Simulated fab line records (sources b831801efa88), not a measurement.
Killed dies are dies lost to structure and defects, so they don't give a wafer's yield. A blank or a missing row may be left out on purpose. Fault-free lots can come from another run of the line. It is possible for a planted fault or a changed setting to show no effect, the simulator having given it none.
fab line records	flow sky130
record lots=13	wafers=37	last-day=50
route steps=708 shown FIELD_ISO@16 NWELL@68 PAD_OPEN@708
lots that met no fault: taken from a fault-free run of the same line
start-h: hours from the record's opening day to when the first of the lot's shown wafers began	wait-h: time in hours since the lot's previous step	" the same as in the row above	L1.1+2: one row covering several wafers at once	- no value, or no start was given	* or withheld: withheld	< > ~ a bound
route shown NAME@n: names a module that has steps shown in the file, with the first one's number in the route	usual: mean/standard deviation taken from wafers without a fault	same: alike in all rows	chamber/n: place in a boat	sites: each site's reading	_std_site: the values' standard deviation	_edge_site: outer sites' mean less inner sites'	radius-mm: for every site, how far away it sits from the centre of the wafer	mask NAME#n: copy n	behind: the tool/chamber that last shaped the wafer	hold: why the lot was held/for how many hours/how that ended	device: names the non-switching transistor (n, p or np)	end of line: the route-end tests of the same wafers	for a step that has no rows: nothing shown but its recipe	killed: not the wafer's yield, but the dies lost to structure and defects at the first sort	map: per-die view of a wafer (x killed, . not killed, _ where there is no die)
set.NAME: setting as actually run; set.NAME@STEP: the setting as run at that earlier step	model.NAME: the simulator's own value behind a step, which no gauge read
route steps across a sampled set of lots; one table per step, one row per wafer
services: when a tool's chamber went out of use (start-h, in hours from the record's first day, below 0 if earlier), for how many hours, and the reason
## steps
# step SKY_FIELD_ISO_ETCH_15
# recipe chemistry=CHF3/O2	target-depth-nm=180	stop-on=Si	source-w=600	bias-w=200	pressure-mtorr=40	chf3-flow-sccm=50	O2_flow_sccm=5	time-s=72
# usual drypump-motor-current-A=5.8/0.3	oes-product-au=0.948/0.0067	run-length-s=100.3/0.56	throttle-valve-pct=8.845/0.0091
lot.wafer	tool	chamber	start-h	wait-h	drypump-motor-current-A	oes-product-au	rf-hours-counter-h	run-length-s	throttle-valve-pct
L814.1	rie-diel-03	3	35.51	0.0	6.2	0.955	5	99.6	8.837
L814.2	"	1	"	"	5.7	0.949	34	99.3	8.847
L814.3	"	2	"	"	6.2	0.953	156	100.0	8.855
L816.4	rie-diel-01	1	37.55	0.0	5.4	0.941	1	99.4	8.843
L816.5	"	0	"	"	5.7	0.946	-	101.0	8.832
L816.6	"	1	"	"	5.4	0.946	-	99.8	8.860
L818.2	rie-diel-03	0	45.09	0.0	5.2	0.936	79	100.7	8.855
L818.4	"	3	"	"	6.2	0.949	6	99.6	8.857
L818.6	"	3	"	"	6.2	0.934	-	100.1	8.847
L821.2	rie-diel-01	2	65.49	0.0	5.9	0.936	5	101.2	8.838
L821.3	"	1	"	"	5.4	0.943	1	99.4	8.834
L821.4	"	0	"	"	5.7	0.939	8	100.8	8.850
L823.4	rie-diel-01	0	75.13	0.0	5.7	0.955	8	100.6	8.845
L823.5	"	3	"	"	5.8	0.948	-	100.7	8.830
L823.6	"	0	"	"	5.7	0.952	-	100.6	8.827
L824.1	rie-diel-03	0	81.98	0.0	5.2	0.949	79	100.6	8.837
L824.3	"	1	"	"	5.8	0.949	35	99.6	8.844
L824.5	"	3	"	"	6.2	0.957	-	99.8	8.853
L825.2	rie-diel-03	3	86.49	0.0	6.2	0.948	6	99.7	8.857
L825.3	"	1	"	"	5.8	0.945	35	99.8	8.830
L825.4	"	2	"	"	6.2	0.945	158	99.9	8.852
L826.1	rie-diel-03	3	91.13	0.0	6.2	0.947	6	99.6	8.839
L826.3	"	2	"	"	6.2	0.934	158	100.1	8.839
L826.5	"	1	"	"	5.8	0.936	-	100.0	8.854
L831.2	rie-diel-01	2	116.65	0.0	5.8	0.950	6	101.3	8.853
L831.3	"	1	"	"	5.4	0.953	2	99.9	8.837
L832.3	rie-diel-02	0	125.39	0.0	5.5	0.965	51	100.5	8.846
L832.4	"	2	"	"	5.8	0.958	120	100.5	8.841
L833.2	rie-diel-01	1	130.23	0.0	5.4	0.965	3	99.8	8.865
L833.5	"	2	"	"	5.8	0.959	-	101.3	8.850
L833.6	"	3	"	"	5.8	0.961	-	100.7	8.847
L834.1	rie-diel-03	2	132.73	0.0	6.3	0.941	159	99.8	8.843
L834.5	"	1	"	"	5.8	0.955	-	99.4	8.841
L834.6	"	2	"	"	6.3	0.956	-	99.8	8.854
L837.2	rie-diel-03	0	150.20	0.0	5.2	0.953	81	100.6	8.844
L837.4	"	0	"	"	5.2	0.943	-	100.6	8.860
L837.6	"	1	"	"	5.8	0.935	-	99.6	8.838
# step SKY_FIELD_ISO_ETCH_17
# recipe target-depth-a=3420	mask-material=Si3N4	chemistry=HBr/Cl2/O2	target=Si	taper-deg=5	icp-w=600	bias-w=150	pressure-mtorr=15	HBr_flow_sccm=150	Cl2_flow_sccm=40	O2_flow_sccm=6	time-s=97.7
# usual HBr_flow_sccm=150.0/0.45	drypump-motor-current-A=6.0/0.51	oes-product-au=1.007/0.0099	run-length-s=126.0/0.34	throttle-valve-pct=25.651/0.011
lot.wafer	tool	chamber	start-h	wait-h	HBr_flow_sccm	drypump-motor-current-A	oes-product-au	rf-hours-counter-h	run-length-s	throttle-valve-pct
L814.1	rie-si-01	1	35.66	0.1	150.1	6.0	1.004	97	125.9	25.641
L814.2	"	0	"	"	149.9	5.6	1.010	85	125.8	25.656
L814.3	"	3	"	"	150.7	5.6	1.018	100	126.5	25.649
L816.4	rie-si-01	3	37.70	0.0	150.0	5.6	1.018	100	126.5	25.655
L816.5	"	2	"	"	150.2	6.8	0.998	-	125.9	25.679
L816.6	"	1	"	"	150.5	6.1	0.992	-	125.9	25.674
L818.2	rie-si-01	1	45.25	0.1	150.1	6.1	1.007	97	125.8	25.652
L818.4	"	0	"	"	151.0	5.6	0.996	86	125.9	25.659
L818.6	"	1	"	"	150.1	6.1	1.007	-	126.2	25.667
L821.2	rie-si-02	1	65.65	0.1	149.7	5.9	1.020	0	126.4	25.646
L821.3	"	3	"	"	149.8	6.1	1.011	114	125.5	25.658
L821.4	"	2	"	"	150.4	6.3	1.007	2	126.5	25.643
L823.4	rie-si-02	1	75.29	0.0	149.5	5.9	1.014	0	126.7	25.646
L823.5	"	3	"	"	150.3	6.1	1.000	-	125.3	25.666
L823.6	"	2	"	"	150.1	6.3	1.004	-	126.5	25.645
L824.1	rie-si-01	0	82.14	0.1	148.8	5.6	0.997	86	126.1	25.645
L824.3	"	3	"	"	150.0	5.6	1.036	100	126.5	25.651
L824.5	"	3	"	"	150.6	5.6	1.037	-	126.0	25.632
L825.2	rie-si-02	3	86.65	0.1	150.3	6.2	1.013	114	125.7	25.631
L825.3	"	1	"	"	150.3	5.9	1.003	0	126.3	25.643
L825.4	"	0	"	"	150.0	5.1	1.002	135	126.2	25.665
L826.1	rie-si-02	1	91.29	0.1	150.3	5.9	1.014	0	126.6	25.657
L826.3	"	2	"	"	150.0	6.3	1.002	2	126.4	25.678
L826.5	"	2	"	"	149.6	6.3	1.008	-	126.5	25.656
L831.2	rie-si-02	1	116.91	0.1	150.5	5.9	0.997	0	126.9	25.647
L831.3	"	0	"	"	149.5	5.1	1.007	135	84.3	25.652
L832.3	rie-si-02	0	125.55	0.0	149.9	5.0	1.005	135	84.4	25.647
L832.4	"	3	"	"	151.0	6.1	0.992	-	125.3	25.644
L833.2	rie-si-01	1	130.39	0.1	149.8	6.1	1.011	98	126.2	25.661
L833.5	"	0	"	"	149.4	5.6	1.008	-	125.7	25.637
L833.6	"	3	"	"	150.2	5.6	1.024	-	126.2	25.639
L834.1	rie-si-02	1	132.89	0.1	149.4	5.9	1.010	1	85.2	25.661
L834.5	"	0	"	"	150.1	5.1	1.023	-	125.8	25.636
L834.6	"	3	"	"	149.9	6.2	1.016	-	125.5	25.637
L837.2	rie-si-01	0	150.36	0.1	149.9	5.6	1.004	86	125.7	25.641
L837.4	"	3	"	"	149.9	5.6	1.019	101	126.0	25.633
L837.6	"	0	"	"	149.6	5.6	0.996	-	126.1	25.660
# step SKY_FIELD_ISO_THK_MEAS_23
# recipe reads=SiO2_of_FIELD_ISO_OXIDATION_22
# usual FIELD_ISO_OXIDATION_01_THK=9.98/0.19
lot.wafer	tool	chamber	start-h	wait-h	FIELD_ISO_OXIDATION_01_THK[nm]
L814.1	film-metro-01	-	38.25	0.0	9.81
L814.2	"	-	"	"	10.00
L814.3	"	-	"	"	9.77
L816.4	film-metro-03	-	39.45	0.0	9.69
L816.5	"	-	"	"	9.90
L816.6	"	-	"	"	9.71
L818.2	film-metro-02	-	47.53	0.0	9.87
L818.4	"	-	"	"	9.81
L818.6	"	-	"	"	9.79
L821.2	film-metro-03	-	68.25	0.0	10.03
L821.3	"	-	"	"	10.03
L821.4	"	-	"	"	10.38
L823.4	film-metro-03	-	78.59	0.0	9.76
L823.5	"	-	"	"	9.84
L823.6	"	-	"	"	9.92
L824.1	film-metro-02	-	85.90	0.0	9.92
L824.3	"	-	"	"	9.92
L824.5	"	-	"	"	9.96
L826.1	film-metro-01	-	93.03	0.0	9.85
L826.3	"	-	"	"	9.96
L826.5	"	-	"	"	9.90
L825.2	film-metro-03	-	93.04	0.0	10.17
L825.3	"	-	"	"	10.01
L825.4	"	-	"	"	10.01
L831.2	film-metro-01	-	118.60	0.0	10.07
L831.3	"	-	"	"	10.15
L832.3	film-metro-02	-	127.11	0.0	10.05
L832.4	"	-	"	"	10.11
L833.2	film-metro-02	-	133.32	0.0	9.93
L833.5	"	-	"	"	9.85
L833.6	"	-	"	"	9.88
L834.1	film-metro-02	-	134.48	0.0	9.91
L834.5	"	-	"	"	9.95
L834.6	"	-	"	"	10.05
L837.2	film-metro-03	-	151.89	0.0	10.19
L837.4	"	-	"	"	10.25
L837.6	"	-	"	"	10.16
# step SKY_NWELL_TW_MEAS_15
# usual NWELL_TW=1823/12
lot.wafer	tool	chamber	start-h	wait-h	NWELL_TW
L814.1	film-metro-03	-	93.94	0.1	1819
L814.2	"	-	"	"	1821
L814.3	"	-	"	"	1815
L816.4	film-metro-01	-	97.12	0.1	1843
L816.5	"	-	"	"	1832
L816.6	"	-	"	"	1845
L818.2	film-metro-04	-	103.60	0.1	1812
L818.4	"	-	"	"	1818
L818.6	"	-	"	"	1823
L821.2	film-metro-03	-	125.96	0.1	1825
L821.3	"	-	"	"	1830
L821.4	"	-	"	"	1832
L823.4	film-metro-01	-	139.28	0.1	1842
L823.5	"	-	"	"	1836
L823.6	"	-	"	"	1833
L824.1	film-metro-04	-	154.60	0.1	1804
L824.3	"	-	"	"	1808
L824.5	"	-	"	"	1806
L825.2	film-metro-04	-	162.36	0.1	1811
L825.3	"	-	"	"	1809
L825.4	"	-	"	"	1798
L826.1	film-metro-01	-	162.64	0.1	1838
L826.3	"	-	"	"	1826
L826.5	"	-	"	"	1836
L831.2	film-metro-03	-	184.45	0.1	1808
L831.3	"	-	"	"	1796
L832.3	film-metro-01	-	194.16	0.1	1837
L832.4	"	-	"	"	1840
L833.2	film-metro-04	-	200.44	0.1	1813
L833.5	"	-	"	"	1813
L833.6	"	-	"	"	1818
L834.1	film-metro-03	-	200.78	0.1	1813
L834.5	"	-	"	"	1822
L834.6	"	-	"	"	1809
L837.2	film-metro-01	-	221.40	0.1	1827
L837.4	"	-	"	"	1829
L837.6	"	-	"	"	1830
# step SKY_PAD_OPEN_PROBE_99
# usual killed_at_M0_to_M3=44/6.9	killed_at_M4_up=3.3/2.1	killed-at-contacts=24/4.8	killed-at-front-end=15/4.4	killed-at-other=0.2/0.48	killed-dies=87/9.5	killed-open=48/6.5	killed-short=39/6.3
# same gross-dies=492	killed-at-back-side=0
lot.wafer	tool	chamber	start-h	wait-h	hold	killed_at_M0_to_M3	killed_at_M4_up	killed-at-contacts	killed-at-front-end	killed-at-other	killed-dies	killed-open	killed-short
L814.1	prober-01	-	1084.53	0.1	-	57	4	24	15	0	100	48	52
L814.2	prober-01	-	1084.58	0.1	-	38	4	30	14	1	87	49	38
L814.3	prober-01	-	1084.63	0.2	-	53	6	18	11	1	89	41	48
L816.4	prober-01	-	1086.18	0.2	-	43	3	28	11	0	85	52	33
L816.5	prober-01	-	1086.23	0.2	-	47	3	25	26	0	101	59	42
L816.6	prober-01	-	1086.28	0.2	-	42	2	28	11	0	83	57	26
L818.2	prober-02	-	1092.85	0.1	-	53	7	21	14	0	95	54	41
L818.4	prober-02	-	1092.95	0.2	-	51	3	25	16	1	96	50	46
L818.6	prober-02	-	1093.05	0.2	-	33	3	34	11	0	81	43	38
L821.2	prober-01	-	1118.27	0.1	-	46	2	28	12	0	88	49	39
L821.3	prober-01	-	1118.32	0.2	-	42	1	19	17	1	80	50	30
L821.4	prober-01	-	1118.37	0.2	-	44	3	28	14	0	89	53	36
L823.4	prober-01	-	1127.97	0.2	-	59	4	26	12	1	102	54	48
L823.5	prober-01	-	1128.02	0.2	-	55	2	22	13	0	92	59	33
L823.6	prober-01	-	1128.07	0.2	-	60	1	30	13	0	104	56	48
L824.1	prober-02	-	1141.04	0.1	-	36	3	33	16	1	89	42	47
L824.3	prober-02	-	1141.14	0.2	-	47	2	22	20	0	91	50	41
L824.5	prober-02	-	1141.24	0.2	-	50	1	21	19	0	91	51	39
L825.2	prober-01	-	1152.20	0.1	-	44	5	22	15	0	86	50	36
L825.3	prober-01	-	1152.25	0.2	-	40	2	26	12	0	80	43	37
L825.4	prober-01	-	1152.30	0.2	-	50	6	20	15	0	91	50	41
L826.1	prober-02	-	1153.50	0.1	-	39	9	22	20	1	91	46	44
L826.3	prober-02	-	1153.60	0.2	-	36	2	28	16	0	82	43	39
L826.5	prober-02	-	1153.70	0.2	-	36	4	22	17	0	79	44	35
L831.2	prober-01	-	1170.35	0.1	await-dispo/1.7h/release	51	3	26	25	0	105	60	44
L831.3	prober-01	-	1170.40	0.2	await-dispo/1.7h/release	47	4	28	21	0	100	59	36
L832.3	prober-02	-	1176.62	0.2	-	34	5	27	17	0	83	44	39
L832.4	prober-02	-	1176.67	0.2	-	39	7	20	17	1	84	53	30
L834.1	prober-02	-	1180.00	0.1	-	46	2	16	19	1	84	46	38
L834.5	prober-02	-	1180.20	0.2	-	38	2	23	21	0	84	53	31
L834.6	prober-02	-	1180.25	0.2	-	42	1	33	17	1	94	42	52
L833.2	prober-01	-	1180.04	0.1	-	45	3	25	20	1	94	53	41
L833.5	prober-01	-	1180.19	0.2	-	57	2	19	13	0	91	51	40
L833.6	prober-01	-	1180.24	0.2	-	48	5	22	19	0	94	53	41
L837.2	prober-01	-	1196.79	0.1	-	34	2	14	18	0	68	34	34
L837.4	prober-01	-	1196.89	0.2	-	34	3	22	12	0	71	45	26
L837.6	prober-01	-	1196.99	0.2	-	40	2	17	17	0	76	38	38
# killed by level:class
L814.1 VIA1:geometric-particle:open=12 METAL1:geometric-particle:short=8 VIA3:geometric-particle:open=7 LI_CONTACT:geometric-particle:open=6 CONTACT:geometric-particle:short=6 VIA1:geometric-particle:short=6 CONTACT:geometric-particle:open=6 METAL2:geometric-particle:short=6
L814.2 CONTACT:geometric-particle:open=12 LI_CONTACT:geometric-particle:open=10 VIA1:geometric-particle:open=9 VIA3:geometric-particle:short=6 FIELD_ISO:geometric-particle:short=4 VIA1:geometric-particle:short=4 VIA3:geometric-particle:open=4 METAL2:geometric-particle:short=4
L814.3 VIA1:geometric-particle:open=14 VIA1:geometric-particle:short=8 CONTACT:geometric-particle:open=7 METAL1:geometric-particle:short=7 METAL2:geometric-particle:short=7 FIELD_ISO:geometric-particle:short=6 LI_CONTACT:geometric-particle:open=5 VIA2:geometric-particle:open=5
L816.4 VIA1:geometric-particle:open=16 CONTACT:geometric-particle:open=11 LI_CONTACT:geometric-particle:open=7 METAL1:geometric-particle:short=7 VIA2:geometric-particle:open=6 CONTACT:geometric-particle:short=5 VIA1:geometric-particle:short=5 FIELD_ISO:geometric-particle:open=4
L816.5 VIA1:geometric-particle:open=10 CONTACT:geometric-particle:open=9 FIELD_ISO:geometric-particle:open=8 VIA3:geometric-particle:open=8 CONTACT:geometric-particle:short=7 LI_CONTACT:geometric-particle:open=6 METAL2:geometric-particle:short=6 FIELD_ISO:geometric-particle:short=5
L816.6 CONTACT:geometric-particle:open=12 LI_CONTACT:geometric-particle:open=11 VIA1:geometric-particle:open=9 VIA3:geometric-particle:open=7 VIA2:geometric-particle:open=5 CONTACT:geometric-particle:short=4 METAL1:geometric-particle:short=4 METAL2:geometric-particle:short=4
L818.2 VIA1:geometric-particle:open=16 METAL2:geometric-particle:short=9 CONTACT:geometric-particle:open=8 POLY_GATE:geometric-particle:short=6 VIA2:geometric-particle:open=6 VIA3:geometric-particle:open=6 LI_CONTACT:geometric-particle:open=5 VIA1:geometric-particle:short=5
L818.4 METAL1:geometric-particle:short=10 VIA1:geometric-particle:open=10 CONTACT:geometric-particle:open=9 VIA2:geometric-particle:open=9 VIA3:geometric-particle:open=7 CONTACT:geometric-particle:short=6 FIELD_ISO:geometric-particle:open=5 METAL2:geometric-particle:short=4
L818.6 CONTACT:geometric-particle:open=11 LI_CONTACT:geometric-particle:open=9 VIA1:geometric-particle:open=9 CONTACT:geometric-particle:short=8 VIA3:geometric-particle:open=8 METAL2:geometric-particle:short=5 POLY_GATE:geometric-particle:open=4 LI_CONTACT:geometric-particle:short=4
L821.2 CONTACT:geometric-particle:open=16 VIA1:geometric-particle:open=11 METAL1:geometric-particle:short=10 CONTACT:geometric-particle:short=6 VIA3:geometric-particle:short=5 FIELD_ISO:geometric-particle:short=4 POLY_GATE:geometric-particle:open=4 VIA1:geometric-particle:short=4
L821.3 VIA1:geometric-particle:open=12 VIA2:geometric-particle:open=11 CONTACT:geometric-particle:open=6 METAL2:geometric-particle:short=6 CONTACT:geometric-particle:short=5 VIA3:geometric-particle:open=5 POLY_GATE:geometric-particle:short=4 LI_CONTACT:geometric-particle:open=4
L821.4 CONTACT:geometric-particle:open=12 VIA1:geometric-particle:open=12 METAL1:geometric-particle:short=9 LI_CONTACT:geometric-particle:open=6 VIA2:geometric-particle:open=6 FIELD_ISO:geometric-particle:open=4 CONTACT:geometric-particle:short=4 METAL2:geometric-particle:short=4
L823.4 VIA1:geometric-particle:open=21 CONTACT:geometric-particle:open=9 CONTACT:geometric-particle:short=8 FIELD_ISO:geometric-particle:open=7 VIA1:geometric-particle:short=7 METAL1:geometric-particle:short=6 LI_CONTACT:geometric-particle:open=5 VIA2:geometric-particle:short=5
L823.5 VIA3:geometric-particle:open=14 LI_CONTACT:geometric-particle:open=12 VIA1:geometric-particle:open=11 VIA3:geometric-particle:short=9 VIA2:geometric-particle:open=7 FIELD_ISO:geometric-particle:open=5 METAL2:geometric-particle:short=3 METAL1:geometric-particle:short=3
L823.6 VIA1:geometric-particle:open=12 CONTACT:geometric-particle:open=9 LI_CONTACT:geometric-particle:open=9 VIA3:geometric-particle:open=9 VIA1:geometric-particle:short=9 VIA2:geometric-particle:open=9 METAL1:geometric-particle:short=6 LOCAL_INTERCONNECT:geometric-particle:short=5
L824.1 CONTACT:geometric-particle:open=14 LOCAL_INTERCONNECT:geometric-particle:short=7 VIA1:geometric-particle:short=7 VIA2:geometric-particle:open=6 METAL1:geometric-particle:short=6 LI_CONTACT:geometric-particle:open=5 CONTACT:geometric-particle:short=5 FIELD_ISO:geometric-particle:open=4
L824.3 VIA3:geometric-particle:open=9 VIA1:geometric-particle:open=9 VIA1:geometric-particle:short=8 LOCAL_INTERCONNECT:geometric-particle:short=7 CONTACT:geometric-particle:open=7 POLY_GATE:geometric-particle:open=6 FIELD_ISO:geometric-particle:short=5 FIELD_ISO:geometric-particle:open=4
L824.5 VIA1:geometric-particle:open=13 VIA2:geometric-particle:open=8 FIELD_ISO:geometric-particle:open=6 LI_CONTACT:geometric-particle:open=6 VIA2:geometric-particle:short=6 VIA3:geometric-particle:open=6 FIELD_ISO:geometric-particle:short=5 METAL1:geometric-particle:short=5
L825.2 VIA3:geometric-particle:open=10 VIA1:geometric-particle:open=8 FIELD_ISO:geometric-particle:open=6 FIELD_ISO:geometric-particle:short=6 LI_CONTACT:geometric-particle:open=6 VIA2:geometric-particle:open=6 CONTACT:geometric-particle:open=6 METAL1:geometric-particle:short=4
L825.3 VIA1:geometric-particle:open=10 LI_CONTACT:geometric-particle:open=8 CONTACT:geometric-particle:open=7 VIA1:geometric-particle:short=6 VIA3:geometric-particle:open=5 POLY_GATE:geometric-particle:short=4 LOCAL_INTERCONNECT:geometric-particle:short=4 METAL1:geometric-particle:short=4
L825.4 VIA1:geometric-particle:open=9 CONTACT:geometric-particle:open=7 METAL1:geometric-particle:short=7 VIA3:geometric-particle:open=7 POLY_GATE:geometric-particle:open=6 VIA2:geometric-particle:open=6 CONTACT:geometric-particle:short=5 VIA1:geometric-particle:short=5
L826.1 VIA1:geometric-particle:open=11 LI_CONTACT:geometric-particle:open=8 FIELD_ISO:geometric-particle:short=7 CONTACT:geometric-particle:open=7 METAL4:geometric-particle:short=7 FIELD_ISO:geometric-particle:open=6 METAL2:geometric-particle:short=6 METAL1:geometric-particle:short=6
L826.3 CONTACT:geometric-particle:open=11 VIA1:geometric-particle:open=10 FIELD_ISO:geometric-particle:short=8 LI_CONTACT:geometric-particle:open=6 METAL1:geometric-particle:short=6 CONTACT:geometric-particle:short=5 FIELD_ISO:geometric-particle:open=4 VIA1:geometric-particle:short=4
L826.5 VIA2:geometric-particle:open=10 VIA1:geometric-particle:open=9 CONTACT:geometric-particle:open=8 FIELD_ISO:geometric-particle:short=6 LOCAL_INTERCONNECT:geometric-particle:short=6 VIA3:geometric-particle:open=6 CONTACT:geometric-particle:short=4 FIELD_ISO:geometric-particle:open=3
L831.2 VIA2:geometric-particle:open=14 VIA1:geometric-particle:open=11 LI_CONTACT:geometric-particle:open=9 METAL1:geometric-particle:short=7 FIELD_ISO:geometric-particle:open=6 POLY_GATE:geometric-particle:open=6 VIA2:geometric-particle:short=6 LOCAL_INTERCONNECT:geometric-particle:short=6
L831.3 VIA1:geometric-particle:short=9 LI_CONTACT:geometric-particle:open=9 VIA3:geometric-particle:open=9 VIA1:geometric-particle:open=8 CONTACT:geometric-particle:open=8 FIELD_ISO:geometric-particle:open=7 VIA2:geometric-particle:open=6 POLY_GATE:geometric-particle:open=6
L832.3 CONTACT:geometric-particle:open=10 CONTACT:geometric-particle:short=9 VIA2:geometric-particle:open=7 METAL2:geometric-particle:short=6 FIELD_ISO:geometric-particle:open=5 VIA1:geometric-particle:open=5 METAL1:geometric-particle:short=5 POLY_GATE:geometric-particle:short=4
L832.4 VIA1:geometric-particle:open=11 CONTACT:geometric-particle:open=7 POLY_GATE:geometric-particle:open=6 VIA2:geometric-particle:open=6 FIELD_ISO:geometric-particle:open=5 LOCAL_INTERCONNECT:geometric-particle:short=5 VIA3:geometric-particle:open=5 LI_CONTACT:geometric-particle:open=4
L834.1 VIA1:geometric-particle:open=11 CONTACT:geometric-particle:open=10 METAL2:geometric-particle:short=7 VIA2:geometric-particle:open=7 FIELD_ISO:geometric-particle:short=5 LI_CONTACT:geometric-particle:open=5 VIA3:geometric-particle:open=5 POLY_GATE:geometric-particle:short=4
L833.2 CONTACT:geometric-particle:open=12 VIA1:geometric-particle:open=12 VIA2:geometric-particle:open=7 FIELD_ISO:geometric-particle:short=6 POLY_GATE:geometric-particle:short=5 VIA2:geometric-particle:short=5 POLY_GATE:geometric-particle:open=4 VIA3:geometric-particle:open=4
L833.5 VIA1:geometric-particle:open=15 VIA2:geometric-particle:open=8 VIA1:geometric-particle:short=7 LI_CONTACT:geometric-particle:open=7 METAL2:geometric-particle:short=7 METAL1:geometric-particle:short=6 CONTACT:geometric-particle:short=6 VIA3:geometric-particle:open=6
L834.5 CONTACT:geometric-particle:open=11 VIA1:geometric-particle:open=11 FIELD_ISO:geometric-particle:open=7 METAL1:geometric-particle:short=6 VIA3:geometric-particle:open=6 LI_CONTACT:geometric-particle:open=5 POLY_GATE:geometric-particle:open=5 VIA2:geometric-particle:open=5
L833.6 VIA3:geometric-particle:open=12 CONTACT:geometric-particle:open=10 VIA1:geometric-particle:open=10 VIA1:geometric-particle:short=9 LI_CONTACT:geometric-particle:open=6 FIELD_ISO:geometric-particle:open=4 POLY_GATE:geometric-particle:open=4 POLY_GATE:geometric-particle:short=4
L834.6 LI_CONTACT:geometric-particle:open=11 VIA1:geometric-particle:short=7 CONTACT:geometric-particle:short=7 CONTACT:geometric-particle:open=7 VIA1:geometric-particle:open=7 POLY_GATE:geometric-particle:short=6 LOCAL_INTERCONNECT:geometric-particle:short=6 METAL1:geometric-particle:short=6
L837.2 VIA1:geometric-particle:open=10 CONTACT:geometric-particle:open=7 METAL2:geometric-particle:short=6 VIA3:geometric-particle:open=5 POLY_GATE:geometric-particle:short=4 POLY_GATE:geometric-particle:open=4 CONTACT:geometric-particle:short=4 VIA1:geometric-particle:short=4
L837.4 CONTACT:geometric-particle:open=12 VIA1:geometric-particle:open=11 VIA2:geometric-particle:open=6 VIA1:geometric-particle:short=4 FIELD_ISO:geometric-particle:open=3 CONTACT:geometric-particle:short=3 POLY_GATE:geometric-particle:open=3 SPACER:geometric-particle:open=3
L837.6 VIA1:geometric-particle:open=14 CONTACT:geometric-particle:open=7 VIA1:geometric-particle:short=5 FIELD_ISO:geometric-particle:short=4 POLY_GATE:geometric-particle:open=4 CONTACT:geometric-particle:short=4 METAL2:geometric-particle:short=4 VIA2:geometric-particle:open=4
## services
tool	chamber	start-h	hours	kind
rie-si-02	3	31.37	9.7	repair
rie-si-01	-	62.72	6.5	repair
rie-si-02	-	69.39	1.8	repair
rie-si-02	-	84.94	0.3	repair
rie-si-01	1	113.63	8.3	repair
rie-si-01	-	117.60	10.7	repair
rie-si-02	1	123.06	5.8	repair
rie-diel-03	2	138.54	-	clean
rie-diel-03	2	138.54	20.8	scheduled-down
rie-diel-03	2	138.54	20.8	vent-cycle
rie-si-02	0	146.66	-	clean
rie-si-02	0	146.66	16.1	scheduled-down
rie-si-02	0	146.66	16.1	vent-cycle
rie-si-02	1	149.41	2.5	repair
## key
first-sign step=SKY_FIELD_ISO_ETCH_17	reading=run-length-s	direction=down	sigmas=99+	usual=*	struck=*
effect none on later readings
met-at SKY_FIELD_ISO_ETCH_17
struck-lots L831,L832,L834
struck-wafers L831.3,L832.3,L834.1
tester-left-out L831,L832,L834
not-acting-at SKY_FIELD_ISO_ETCH_15,SKY_FIELD_ISO_THK_MEAS_23,SKY_NWELL_TW_MEAS_15
onset-between 91.29 116.91
fault kind=process-parameter-drift	tool=rie-si-02	chamber=-	onset-h=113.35	steps=SKY_FIELD_ISO_ETCH_17	channel=time-s	offset=*	shape=step	end-h=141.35	scope=struck-wafers-only	acts-in=*	stated=*
# tester-left-out: of these lots the tester's yield and bins aren't shown, on N5 and GAA mostly nor the transistor test; their killed dies are dies lost to structure and defects alone, not to doping, threshold or leakage, so they don't give the yield
